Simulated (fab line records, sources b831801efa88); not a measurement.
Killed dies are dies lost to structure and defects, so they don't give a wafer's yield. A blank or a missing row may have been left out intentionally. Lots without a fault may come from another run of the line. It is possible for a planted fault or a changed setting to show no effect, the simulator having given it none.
Chamber matching / flow sky130 / rie-si-01 running SKY_FIELD_ISO_ETCH_17: 4 sister chambers
The step etches Si in HBr/Cl2/O2, target depth 342 nm, time 97.7 s. 4 wafers are shown with their chamber, then 8 later ones without.

WAFERS WITH THEIR CHAMBER
wafer=L795.5; chamber=1; drypump-motor-current-A (A)=5.79
wafer=L796.4; chamber=2; drypump-motor-current-A (A)=5.61
wafer=L796.5; chamber=0; drypump-motor-current-A (A)=5.83
wafer=L797.2; chamber=3; drypump-motor-current-A (A)=5.60

WAFERS MISSING THEIR CHAMBER
wafer=L797.3; drypump-motor-current-A (A)=5.88
wafer=L797.5; drypump-motor-current-A (A)=5.60
wafer=L799.1; drypump-motor-current-A (A)=5.59
wafer=L799.2; drypump-motor-current-A (A)=5.59
wafer=L799.4; drypump-motor-current-A (A)=5.82
wafer=L805.2; drypump-motor-current-A (A)=5.80
wafer=L805.4; drypump-motor-current-A (A)=5.60
wafer=L805.6; drypump-motor-current-A (A)=5.60

EACH ONE'S CHAMBER
wafer=L797.3; from the rows above=0; in truth=0
wafer=L797.5; from the rows above=can't be placed: 3 or 2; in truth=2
wafer=L799.1; from the rows above=can't be placed: 3 or 2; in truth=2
wafer=L799.2; from the rows above=can't be placed: 3 or 2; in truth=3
wafer=L799.4; from the rows above=can't be placed: 0 or 1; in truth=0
wafer=L805.2; from the rows above=can't be placed: 1 or 0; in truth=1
wafer=L805.4; from the rows above=can't be placed: 3 or 2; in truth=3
wafer=L805.6; from the rows above=can't be placed: 3 or 2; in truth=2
1 of 8 placed correctly. Can't be placed from these rows: 7 (the true chamber is among the candidates in 7). Number placed wrongly: 0.
How it was worked out, from the rows above alone: a wafer's distance from a chamber is the root of the sum, over the readings, of the square of ((its reading less the chamber's mean) divided by the reading's scatter). The wafer belongs to the nearest chamber; if the next one is less than 2 further off, it can't be placed. The mean given for a chamber averages the wafers shown for that chamber. The scatter (one wafer shown for each chamber): square how far every hidden wafer sits from the nearest shown wafer, average those squares and take the square root.
